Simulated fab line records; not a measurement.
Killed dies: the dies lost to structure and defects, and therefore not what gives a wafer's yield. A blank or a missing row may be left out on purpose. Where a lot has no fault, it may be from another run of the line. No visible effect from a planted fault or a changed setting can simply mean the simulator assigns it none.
A single fault, viewed from 2 desks :: flow gf180mcu :: only its own numbers are on each desk; what lay behind them is given at the end

== THE METROLOGY DESK ==
What the gauges read for every lot (on any tool): the sampled wafers with a number, averaged. Any lot whose mean is over 4 standard deviations away from the usual mean is out of limits and marked OUT; that distance is given in the brackets.
Columns: A = SAB_OVL at GF_SAB_OVL_MEAS_10, usual 0.5 nm; B = CONTACT_OVL at GF_CONTACT_OVL_MEAS_15, usual 0 nm; C = V1_CVD_02_THK at GF_V1_THK_MEAS_03, usual 851 nm
lot: L447
first seen here: day 15 07:23
A: -1.0
B: 6
C: 855

lot: L450
first seen here: day 16 18:52
A: -0.4
B: 6
C: 853

lot: L449
first seen here: day 16 23:17
A: 0.9
B: 3
C: 860

lot: L451
first seen here: day 17 05:49
A: 2.6
B: 3
C: 855

lot: L455
first seen here: day 18 23:10
A: -0.3
B: -6
C: 830

lot: L459
first seen here: day 20 02:01
A: -0.2
B: 0
C: 843

lot: L464
first seen here: day 21 13:05
A: 2.8
B: 0
C: 833

lot: L466
first seen here: day 22 12:14
A: -0.5
B: 3
C: 841

lot: L467
first seen here: day 22 18:00
A: -0.1
B: -1
C: 861

lot: L468
first seen here: day 23 05:32
A: 0.4
B: -12
C: 843

lot: L469
first seen here: day 23 10:34
A: 0.7
B: -8
C: 856

lot: L470
first seen here: day 23 17:35
A: 1.2
B: 1
C: 847
This desk found nothing out of limits on any of the 12 lots.

== TOOL OWNER'S DESK, pecvd-02 ==
The tool's own readings at GF_V1_CVD_02 (deposits SiO2 from TEOS, target thk 850 nm, time 94.851 s): means of the sampled wafers that have a number, for each lot that ran on this tool. Any lot whose mean is over 4 standard deviations away from the usual mean is out of limits and marked OUT; that distance is given in the brackets.
Columns: A = heater-power-w at GF_V1_CVD_02, usual 655 W; B = rf-fwd-power-W at GF_V1_CVD_02, usual 595.9 W
lot: L447
first seen here: day 17 08:40
A: 767
B: 597.0

lot: L450
first seen here: day 18 21:59
A: 714
B: 595.1

lot: L451
first seen here: day 19 10:32
A: 646
B: 596.3

lot: L455
first seen here: day 21 05:04
A: 653
B: 530.4 (-34) OUT

lot: L459
first seen here: day 22 07:31
A: 646
B: 563.8 (-17) OUT

lot: L467
first seen here: day 24 20:15
A: 599
B: 598.3

lot: L469
first seen here: day 25 11:58
A: 650
B: 595.7
This desk's verdict: out of limits on L455, L459, starting with L455 at day 21 05:04 (rf-fwd-power-W at GF_V1_CVD_02). Within limits: L447, L450, L451, L467, L469.

== BROUGHT TOGETHER ==
The tool owner's desk had the chance to raise an alarm at day 21 05:04 on L455, L459.
The metrology desk saw nothing out of limits.
The metrology desk holds a record of L455, L459, inside its limits.
GF_V1_CVD_02 was run on pecvd-02 by each of the lots named.

== WHAT THE SIMULATOR HAD INSERTED ==
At GF_V1_CVD_02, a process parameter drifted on pecvd-02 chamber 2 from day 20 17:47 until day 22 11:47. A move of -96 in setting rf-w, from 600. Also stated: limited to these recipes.
Shown lots that were struck: L455, L459.
Time in hours from fault onset to the first out-of-limits reading at each desk: the tool owner's desk, 11.
